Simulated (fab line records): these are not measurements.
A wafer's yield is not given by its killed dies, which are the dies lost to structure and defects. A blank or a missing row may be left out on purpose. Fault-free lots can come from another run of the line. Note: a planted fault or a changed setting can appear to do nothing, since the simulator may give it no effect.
fab line records	flow sky130
record lots=6	wafers=16	lastDay=50
route steps=708 shown LDD_N@252 LDD_P@255 LDD_HVN@267 PAD_OPEN@708
lots untouched by any fault: they come from a run of this same line in which no faults occurred
startH: the number of hours between the record's first day and the start of the first shown wafer of the lot	waitH: time in hours since the lot's previous step	" repeats the value in the row above	L1.1+2: several wafers, shown together as one row	- no value present, or no start provided	* or withheld: withheld	< > ~ a bound
route shown NAME@n: NAME is a module with steps in the file, n the number in the route of the first one	usual: mean/standard deviation of fault-free wafers	same: alike in all rows	chamber/n: place in a boat	sites: readings site by site	_std_site: how widely they spread, as a standard deviation	_edge_site: outer sites' mean less inner sites'	radiusMm: how far each site lies from the wafer's centre	mask NAME#n: copy n	behind: tool/chamber where the wafer was last shaped	hold: why the lot went on hold/how many hours it stayed there/how the hold came to an end	device: which transistor (n, p or np) failed to switch	end of line: the same wafers' tests at the end of the route	for a step that has no rows: nothing shown but its recipe	killed: at the first sort, the dies lost to defects and structure; wafer yield is something else	map: a wafer's dies, marking killed ones x, the rest . and places with no die _
set.NAME: the setting that was run; set.NAME@STEP: the one run at that earlier step	model.NAME: the simulator's own value behind a step, which no gauge read
a table for each step, a row for each wafer; lots at some steps of the route
services: the hour from which a tool's chamber was out of use, counted from the record's first day as startH (under 0 if before that day), plus the number of hours and why
## steps
# step SKY_LDD_N_IMPLANT_15
# recipe species=BF2	energyKev=50	doseCm2=5e+12	tiltDeg=30	rotationDeg=270
# step SKY_LDD_N_STRIP_16
# recipe chemistry=O2/N2	powerW=1400	pressureMtorr=1500	platenTempC=withheld	o2FlowSccm=3000	n2FlowSccm=300	overashFraction=0.5
# usual drypumpMotorCurrentA=5.4/0.37	oesProductAu=0.406/0.0044	stripTimeToEndpointS=4.309/0.014
lot.wafer	tool	chamber	startH	waitH	drypumpMotorCurrentA	oesProductAu	rfHoursCounterH	stripTimeToEndpointS
L195.1	plasmaAsher-03	0	466.72	0.1	5.5	0.393	36	4.321
L195.2	"	1	"	"	4.9	0.412	36	4.321
L195.5	"	0	"	"	5.4	0.402	-	4.298
L199.3	plasmaAsher-01	1	478.71	0.1	5.6	0.405	-	4.306
L199.5	"	0	"	"	5.1	0.405	-	4.324
L199.6	"	1	"	"	5.6	0.407	-	4.313
L201.2	plasmaAsher-04	1	502.03	0.1	5.7	0.408	68	4.341
L201.3	"	1	"	"	5.6	0.406	-	4.340
L203.3	plasmaAsher-03	1	508.51	0.1	4.9	0.407	-	4.311
L203.5	"	0	"	"	5.4	0.408	-	4.319
L210.1	plasmaAsher-03	0	568.58	0.1	5.5	0.405	47	4.296
L210.2	"	1	"	"	5.0	0.411	47	4.310
L210.5	"	0	"	"	5.5	0.397	-	4.285
L214.2	plasmaAsher-03	1	595.02	0.1	5.0	0.408	49	4.306
L214.3	"	0	"	"	5.4	0.412	-	4.338
L214.6	"	0	"	"	5.5	0.398	-	4.315
# step SKY_LDD_N_TW_MEAS_17
# usual LDD_N_TW=2561/18
lot.wafer	tool	chamber	startH	waitH	LDD_N_TW
L195.1	filmMetro-02	-	466.82	0.1	2536
L195.2	"	-	"	"	2549
L195.5	"	-	"	"	2554
L199.3	filmMetro-01	-	478.80	0.1	2565
L199.5	"	-	"	"	2549
L199.6	"	-	"	"	2571
L201.2	filmMetro-01	-	502.14	0.1	2548
L201.3	"	-	"	"	2549
L203.3	filmMetro-01	-	508.60	0.1	2566
L203.5	"	-	"	"	2555
L210.1	filmMetro-02	-	568.68	0.1	2569
L210.2	"	-	"	"	2569
L210.5	"	-	"	"	2570
L214.2	filmMetro-04	-	595.13	0.1	2591
L214.3	"	-	"	"	2590
L214.6	"	-	"	"	2586
# step SKY_LDD_P_DEHYDRATE_00
# recipe tempC=200	timeS=60
# step SKY_LDD_P_HMDS_01
# recipe primeTimeS=60	primeTempC=120
# step SKY_LDD_P_COAT_02
# recipe resist=NOVOLAK	spinRpm=3000	resistThkNm=1140
# step SKY_LDD_P_SOFTBAKE_03
# recipe tempC=90	timeS=60	resist=NOVOLAK
# step SKY_LDD_P_EXPOSE_04
# recipe maskId=PSDM	na=0.6	sourceShape=conventional	sigmaOuter=0.6	polarization=unpolarized	targetCdNm=380	doseMj=138
# step SKY_LDD_P_PEB_05
# recipe tempC=withheld	timeS=*	resist=NOVOLAK
# step SKY_LDD_P_DEVELOP_06
# recipe resist=NOVOLAK	developer=TMAH	developTimeS=60	devTempC=23
# step SKY_LDD_P_CD_MEAS_07
# recipe targetCdNm=380
# usual cdNm=381.1/2.4
lot.wafer	tool	chamber	startH	waitH	cdNm
L195.1	cdSem-01	-	497.29	0.1	384.8
L195.2	"	-	"	"	382.3
L195.5	"	-	"	"	384.5
L199.3	cdSem-01	-	509.18	0.1	380.9
L199.5	"	-	"	"	381.4
L199.6	"	-	"	"	381.6
L201.2	cdSem-01	-	532.82	0.1	382.6
L201.3	"	-	"	"	381.5
L203.3	cdSem-01	-	539.16	0.1	384.0
L203.5	"	-	"	"	387.4
L210.1	cdSem-02	-	597.65	0.1	378.9
L210.2	"	-	"	"	379.2
L210.5	"	-	"	"	378.4
L214.2	cdSem-02	-	623.34	0.1	380.2
L214.3	"	-	"	"	377.1
L214.6	"	-	"	"	378.3
# step SKY_LDD_P_OVL_MEAS_08
# usual LDD_P_OVL=-1.2/1.4
lot.wafer	tool	chamber	startH	waitH	LDD_P_OVL[nm]
L195.1	overlay-01	-	497.41	0.1	-1.6
L195.2	"	-	"	"	-2.5
L195.5	"	-	"	"	-1.2
L199.3	overlay-01	-	509.27	0.1	-1.9
L199.5	"	-	"	"	-2.5
L199.6	"	-	"	"	-1.8
L201.2	overlay-02	-	532.92	0.1	-1.1
L201.3	"	-	"	"	-2.5
L203.3	overlay-02	-	539.25	0.1	0.7
L203.5	"	-	"	"	1.7
L210.1	overlay-02	-	597.77	0.1	-0.3
L210.2	"	-	"	"	0.4
L210.5	"	-	"	"	2.5
L214.2	overlay-01	-	623.45	0.1	-2.1
L214.3	"	-	"	"	-1.4
L214.6	"	-	"	"	0.1
# step SKY_LDD_P_IMPLANT_09
# recipe species=BF2	energyKev=25	doseCm2=1e+13	tiltDeg=withheld
# usual beamOnS=10.01/0.2	faradayCurrentUA=56.3/1.1
# same implantIonAmu=49
lot.wafer	tool	chamber	startH	waitH	beamOnS	faradayCurrentUA
L195.1	implanter-02	0	497.44	0.0	10.23	55.1
L195.2	"	0	"	"	10.24	55.3
L195.5	"	0	"	"	9.84	57.2
L199.3	implanter-04	0	509.34	0.1	9.88	56.9
L199.5	"	0	"	"	9.82	57.1
L199.6	"	0	"	"	10.04	56.2
L201.2	implanter-04	0	532.98	0.0	10.36	54.5
L201.3	"	0	"	"	8.28	68.4
L203.3	implanter-04	0	539.33	0.1	8.39	66.9
L203.5	"	0	"	"	9.43	59.4
L210.1	implanter-02	0	597.80	0.0	9.91	57.0
L210.2	"	0	"	"	9.75	57.5
L210.5	"	0	"	"	9.85	57.3
L214.2	implanter-03	0	623.50	0.0	10.03	56.2
L214.3	"	0	"	"	9.97	56.7
L214.6	"	0	"	"	9.76	57.8
# step SKY_LDD_P_STRIP_10
# recipe chemistry=O2/N2	powerW=1400	pressureMtorr=1500	platenTempC=withheld	o2FlowSccm=3000	n2FlowSccm=300	overashFraction=0.5
# usual drypumpMotorCurrentA=5.6/0.34	oesProductAu=0.715/0.0045	stripTimeToEndpointS=14.16/0.036
lot.wafer	tool	chamber	startH	waitH	drypumpMotorCurrentA	oesProductAu	rfHoursCounterH	stripTimeToEndpointS
L195.1	plasmaAsher-02	0	497.59	0.1	5.6	0.716	80	14.10
L195.2	"	1	"	"	5.1	0.709	80	14.12
L195.5	"	0	"	"	5.6	0.710	-	14.10
L199.3	plasmaAsher-01	0	509.48	0.1	5.1	0.719	-	14.14
L199.5	"	0	"	"	5.2	0.718	-	14.14
L199.6	"	1	"	"	5.6	0.722	-	14.12
L201.2	plasmaAsher-02	0	533.10	0.1	5.6	0.715	83	14.15
L201.3	"	0	"	"	5.6	0.719	-	14.16
L203.3	plasmaAsher-04	0	539.46	0.1	6.2	0.713	-	14.20
L203.5	"	1	"	"	5.7	0.720	-	14.09
L210.1	plasmaAsher-04	1	597.95	0.1	5.6	0.719	75	14.21
L210.2	"	0	"	"	6.1	0.709	75	14.18
L210.5	"	1	"	"	5.7	0.710	-	14.24
L214.2	plasmaAsher-04	0	623.63	0.1	6.1	0.712	77	14.20
L214.3	"	0	"	"	6.2	0.717	-	14.15
L214.6	"	0	"	"	6.1	0.711	-	14.15
# step SKY_LDD_P_TW_MEAS_11
# usual LDD_P_TW=631/4.7
lot.wafer	tool	chamber	startH	waitH	LDD_P_TW
L195.1	filmMetro-03	-	497.69	0.1	639
L195.2	"	-	"	"	634
L195.5	"	-	"	"	635
L199.3	filmMetro-02	-	509.56	0.1	627
L199.5	"	-	"	"	626
L199.6	"	-	"	"	628
L201.2	filmMetro-02	-	533.21	0.1	631
L201.3	"	-	"	"	597
L203.3	filmMetro-04	-	539.55	0.1	601
L203.5	"	-	"	"	631
L210.1	filmMetro-03	-	598.05	0.1	632
L210.2	"	-	"	"	633
L210.5	"	-	"	"	629
L214.2	filmMetro-03	-	623.74	0.1	632
L214.3	"	-	"	"	636
L214.6	"	-	"	"	628
# step SKY_LDD_HVN_DEHYDRATE_00
# recipe tempC=200	timeS=60
# step SKY_PAD_OPEN_PROBE_99
# usual killed_at_M0_to_M3=43/6.5	killed_at_M4_up=3.5/1.9	killedAtContacts=24/5.4	killedAtFrontEnd=16/4.8	killedAtOther=0.4/0.64	killedDies=87/9.4	killedOpen=47/7	killedShort=40/6.3
# same grossDies=492	killedAtBackSide=0
lot.wafer	tool	chamber	startH	waitH	killed_at_M0_to_M3	killed_at_M4_up	killedAtContacts	killedAtFrontEnd	killedAtOther	killedDies	killedOpen	killedShort	model.etest.tipP.rsOhmSq
L195.1	prober-01	-	1118.85	0.1	36	2	27	15	1	81	42	39	6653
L195.2	prober-01	-	1118.90	0.1	38	2	23	19	2	84	41	41	6715
L195.5	prober-01	-	1119.05	0.2	33	7	23	17	0	80	37	43	6704
L199.3	prober-01	-	1124.61	0.2	46	3	27	11	2	89	49	40	6803
L199.5	prober-01	-	1124.71	0.2	48	1	32	12	0	93	49	44	6833
L199.6	prober-01	-	1124.76	0.2	41	4	25	7	0	77	44	33	6783
L201.2	prober-01	-	1143.36	0.1	44	5	27	8	1	85	44	39	6911
L201.3	prober-01	-	1143.41	0.2	53	5	26	12	0	96	44	52	8021
L203.3	prober-02	-	1144.71	0.2	43	5	21	14	2	85	43	40	7910
L203.5	prober-02	-	1144.81	0.2	49	3	23	17	1	93	46	46	6858
L210.1	prober-01	-	1179.54	0.1	40	1	24	13	0	78	47	31	6932
L210.2	prober-01	-	1179.59	0.1	45	4	25	15	0	89	49	40	6899
L210.5	prober-01	-	1179.74	0.2	43	3	21	23	0	90	58	32	6889
L214.2	prober-01	-	1194.84	0.1	43	2	19	21	0	85	46	39	6823
L214.3	prober-01	-	1194.89	0.2	32	1	20	25	1	79	34	44	6831
L214.6	prober-01	-	1195.04	0.2	42	7	24	21	1	95	47	48	6752
# killed by level:class
L195.1 CONTACT:geometricParticle:open=13 VIA1:geometricParticle:open=7 CONTACT:geometricParticle:short=6 LI_CONTACT:geometricParticle:open=5 FIELD_ISO:geometricParticle:open=4 POLY_GATE:geometricParticle:short=4 VIA2:geometricParticle:open=4 METAL3:geometricParticle:short=4
L195.2 VIA2:geometricParticle:open=11 LOCAL_INTERCONNECT:geometricParticle:short=9 CONTACT:geometricParticle:open=7 METAL1:geometricParticle:short=5 LI_CONTACT:geometricParticle:open=5 METAL2:geometricParticle:short=5 VIA2:geometricParticle:short=5 VIA3:geometricParticle:open=5
L195.5 VIA1:geometricParticle:open=6 LI_CONTACT:geometricParticle:open=5 LOCAL_INTERCONNECT:geometricParticle:short=5 CONTACT:geometricParticle:short=5 CONTACT:geometricParticle:open=5 VIA2:geometricParticle:short=5 METAL4:geometricParticle:short=5 FIELD_ISO:geometricParticle:open=4
L199.3 CONTACT:geometricParticle:open=11 VIA1:geometricParticle:open=9 LI_CONTACT:geometricParticle:open=7 METAL1:geometricParticle:short=7 METAL2:geometricParticle:short=7 VIA3:geometricParticle:open=7 POLY_GATE:geometricParticle:open=4 LOCAL_INTERCONNECT:geometricParticle:short=4
L199.5 VIA1:geometricParticle:open=13 CONTACT:geometricParticle:open=10 LI_CONTACT:geometricParticle:open=9 VIA1:geometricParticle:short=9 VIA3:geometricParticle:open=7 CONTACT:geometricParticle:short=6 POLY_GATE:geometricParticle:short=5 METAL2:geometricParticle:short=5
L199.6 CONTACT:geometricParticle:open=12 VIA1:geometricParticle:open=11 VIA2:geometricParticle:open=7 METAL1:geometricParticle:short=6 LI_CONTACT:geometricParticle:open=5 CONTACT:geometricParticle:short=4 VIA1:geometricParticle:short=4 METAL2:geometricParticle:short=4
L201.2 LI_CONTACT:geometricParticle:open=11 CONTACT:geometricParticle:open=10 VIA1:geometricParticle:open=7 METAL2:geometricParticle:short=7 VIA1:geometricParticle:short=6 VIA2:geometricParticle:open=5 METAL1:geometricParticle:short=5 METAL4:geometricParticle:short=5
L201.3 VIA2:geometricParticle:open=9 CONTACT:geometricParticle:open=8 METAL2:geometricParticle:short=8 VIA1:geometricParticle:open=7 METAL1:geometricParticle:short=7 LI_CONTACT:geometricParticle:open=6 CONTACT:geometricParticle:short=6 VIA3:geometricParticle:open=6
L203.3 VIA3:geometricParticle:open=9 VIA1:geometricParticle:open=8 METAL2:geometricParticle:short=6 LI_CONTACT:geometricParticle:open=5 FIELD_ISO:geometricParticle:open=4 FIELD_ISO:geometricParticle:short=4 CONTACT:geometricParticle:short=4 CONTACT:geometricParticle:open=4
L203.5 VIA1:geometricParticle:open=11 METAL1:geometricParticle:short=9 LI_CONTACT:geometricParticle:open=7 CONTACT:geometricParticle:short=7 VIA2:geometricParticle:open=6 METAL2:geometricParticle:short=6 POLY_GATE:geometricParticle:open=5 VIA3:geometricParticle:open=5
L210.1 VIA1:geometricParticle:open=11 CONTACT:geometricParticle:open=8 VIA1:geometricParticle:short=7 LI_CONTACT:geometricParticle:open=7 LOCAL_INTERCONNECT:geometricParticle:short=7 VIA3:geometricParticle:open=7 POLY_GATE:geometricParticle:open=6 METAL1:geometricParticle:short=3
L210.2 VIA1:geometricParticle:open=13 LI_CONTACT:geometricParticle:open=7 CONTACT:geometricParticle:open=7 METAL2:geometricParticle:short=6 VIA2:geometricParticle:open=6 FIELD_ISO:geometricParticle:open=5 VIA3:geometricParticle:open=5 LI_CONTACT:geometricParticle:short=4
L210.5 VIA1:geometricParticle:open=11 LI_CONTACT:geometricParticle:open=9 FIELD_ISO:geometricParticle:open=8 CONTACT:geometricParticle:open=8 VIA3:geometricParticle:open=6 VIA2:geometricParticle:open=5 POLY_GATE:geometricParticle:open=5 METAL2:geometricParticle:short=5
L214.2 VIA1:geometricParticle:open=9 VIA3:geometricParticle:open=9 FIELD_ISO:geometricParticle:short=8 CONTACT:geometricParticle:short=6 METAL2:geometricParticle:short=6 FIELD_ISO:geometricParticle:open=5 POLY_GATE:geometricParticle:open=5 CONTACT:geometricParticle:open=5
L214.3 POLY_GATE:geometricParticle:short=8 FIELD_ISO:geometricParticle:short=7 LI_CONTACT:geometricParticle:open=6 VIA2:geometricParticle:open=6 LOCAL_INTERCONNECT:geometricParticle:short=5 FIELD_ISO:geometricParticle:open=4 CONTACT:geometricParticle:open=4 VIA1:geometricParticle:open=4
L214.6 FIELD_ISO:geometricParticle:short=8 CONTACT:geometricParticle:open=8 VIA3:geometricParticle:open=8 FIELD_ISO:geometricParticle:open=6 CONTACT:geometricParticle:short=6 METAL2:geometricParticle:short=5 VIA1:geometricParticle:open=5 METAL1:geometricParticle:short=4
## services
tool	chamber	startH	hours	kind
implanter-03	-	458.24	3.4	pm
implanter-02	-	465.18	6.5	repair
implanter-03	-	492.13	34.3	repair
plasmaAsher-04	-	517.14	1.1	repair
plasmaAsher-04	-	548.57	16.9	repair
plasmaAsher-04	-	567.44	4.5	repair
implanter-03	-	568.34	19.8	pm
implanter-04	-	576.89	5.5	pm
implanter-02	-	584.07	5.2	repair
implanter-03	-	593.10	3.2	repair
implanter-03	-	593.83	2.3	repair
implanter-02	-	613.68	1.1	repair
## key
firstSign step=SKY_LDD_P_IMPLANT_09	reading=faradayCurrentUA	direction=up	sigmas=10	usual=56.3	struck=67.7
effect step=SKY_LDD_P_IMPLANT_09	reading=beamOnS	direction=down	sigmas=8.3	usual=10.01	struck=8.34
effect step=SKY_LDD_P_TW_MEAS_11	reading=LDD_P_TW	direction=down	sigmas=6.7	usual=631	struck=599
modelEffect step=SKY_PAD_OPEN_PROBE_99	value=etest.tipP.rsOhmSq	without=6839	struck=7966
metAt SKY_LDD_P_IMPLANT_09
struckWafers L201.3,L203.3
testerLeftOut L201,L203
onsetBetween 509.34 532.98
fault kind=processParameterDrift	tool=implanter-04	chamber=-	onsetH=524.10	steps=SKY_LDD_P_IMPLANT_09	channel=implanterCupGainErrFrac	offset=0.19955	shape=step	endH=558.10	scope=struckWafersOnly
# testerLeftOut: of these lots the tester's yield and bins aren't shown, on N5 and GAA mostly nor the transistor test; their killed dies are dies lost to structure and defects alone, not to doping, threshold or leakage, so they don't give the yield
